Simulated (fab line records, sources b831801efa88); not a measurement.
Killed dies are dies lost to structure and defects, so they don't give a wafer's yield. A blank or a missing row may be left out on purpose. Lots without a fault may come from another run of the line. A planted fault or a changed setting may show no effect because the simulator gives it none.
Problem report in the 8D (eight disciplines) form, filled by code | flow sky130 | the parts of the form that need people (team, actions taken, sign-off) are left out

1. THE PROBLEM
oes_product_au at SKY_CAPM_METAL_ETCH_13 reads a mean of 0.883 a.u. on 2 wafers of 2 lots; wafers without a fault read 0.940 a.u. with a standard deviation of 0.0085. That is -6.7 standard deviations from the usual mean.
The step: etches TiN in Cl2/BCl3, stops on SiO2, target depth 220 nm, time 62.9 s.
First seen on wafer L154.2, day 40 20:38, on rie_metal-03. The record holds 34 wafers of 12 lots with a number at this step. Rule for "out", or "out of limits": more than 4 standard deviations from the usual mean. The other wafers with a number count as sound.

2. WHAT IT IS AND WHAT IT IS NOT
question                    | is                                 | is not
which readings at this step | oes_product_au, throttle_valve_pct | drypump_motor_current_A
which lots                  | L154, L155                         | L143, L144, L145, L146, L147, L148, L159, L162, L163, L165
which wafers of those lots  | L154.2, L155.2                     | L154.5, L155.3
read on which tools         | rie_metal-03                       | rie_metal-01, rie_metal-04
when                        | from day 40 20:38                  | up to then (19 sound wafers); but 13 sound wafers of L155, L159, L162, L163, L165 came after

3. SUSPECTS, AND WHAT RULES EACH OUT
Counting: a tool at a process step up to the reading stays a suspect if it ran every lot that is out. Sound lots after the first of them don't rule it out here, since some wafers of a struck lot are sound.
- rie_metal-03 at SKY_CAPM_METAL_ETCH_13 (etches TiN in Cl2/BCl3, stops on SiO2, target depth 220 nm, time 62.9 s): kept. It ran every lot that is out, first L154 (day 40 20:38); its last sound lot up to then is L148 (day 38 23:26). Its own readings are out on those wafers: oes_product_au, throttle_valve_pct.
- Within rie_metal-03 at SKY_CAPM_METAL_ETCH_13: the wafers that are out ran in chamber 0; their sound lot-mates ran in chamber 1.
Left after counting: rie_metal-03 at SKY_CAPM_METAL_ETCH_13.

4. THE CAUSE (what the simulator had put in)
Process parameter drift: rie_metal-03, from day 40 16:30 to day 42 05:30, at SKY_CAPM_METAL_ETCH_13. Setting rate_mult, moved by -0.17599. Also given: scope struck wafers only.
Counting left only this tool.

5. THE CHAIN OF EFFECTS, in route order
Each row: a reading whose mean over the struck wafers that have a number lies more than 3 standard deviations from the usual. Only readings for which the record gives a usual standard deviation are gone through. hours: the time from each lot's start at the first step in this table that gives one to its start at this step, as a median over the lots. sigmas: the change in usual standard deviations.
hours | step                   | reading                  | usual      | on struck wafers | change | sigmas
0     | SKY_CAPM_METAL_ETCH_13 | oes_product_au           | 0.940 a.u. | 0.883            | -0.057 | -6.7
0     | SKY_CAPM_METAL_ETCH_13 | throttle_valve_pct       | 21.903 %   | 21.946           | +0.043 | +4.3
0     | SKY_CAPM_STRIP_14      | strip_time_to_endpoint_s | 12.64 s    | 12.88            | +0.24  | +5.4
184   | SKY_PAD_OPEN_PROBE_99  | defect_limited_yield     | 82.7 %     | 0.0              | -82.7  | -46
184   | SKY_PAD_OPEN_PROBE_99  | killed_at_other          | 0.2        | 403.0            | +402.8 | +99 or more
184   | SKY_PAD_OPEN_PROBE_99  | killed_dies              | 85         | 492              | +407   | +47
184   | SKY_PAD_OPEN_PROBE_99  | killed_on_rim            | 16         | 96               | +80    | +20
184   | SKY_PAD_OPEN_PROBE_99  | sort_bin_3_pad_short     | 0.9 %      | 82.7             | +81.8  | +99 or more
184   | SKY_PAD_OPEN_PROBE_99  | sort_n_pass              | 407        | 0                | -407   | -47
184   | SKY_PAD_OPEN_PROBE_99  | sort_yield_pct           | 82.7 %     | 0.0              | -82.7  | -46
The process steps in it:
- SKY_CAPM_METAL_ETCH_13: etches TiN in Cl2/BCl3, stops on SiO2, target depth 220 nm, time 62.9 s.
- SKY_CAPM_STRIP_14: strips in O2/N2.
- SKY_PAD_OPEN_PROBE_99

6. WHAT WOULD HAVE CAUGHT IT SOONER
In this record the first reading out of limits was taken at day 40 20:38, 4 hours after the fault began at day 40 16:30.
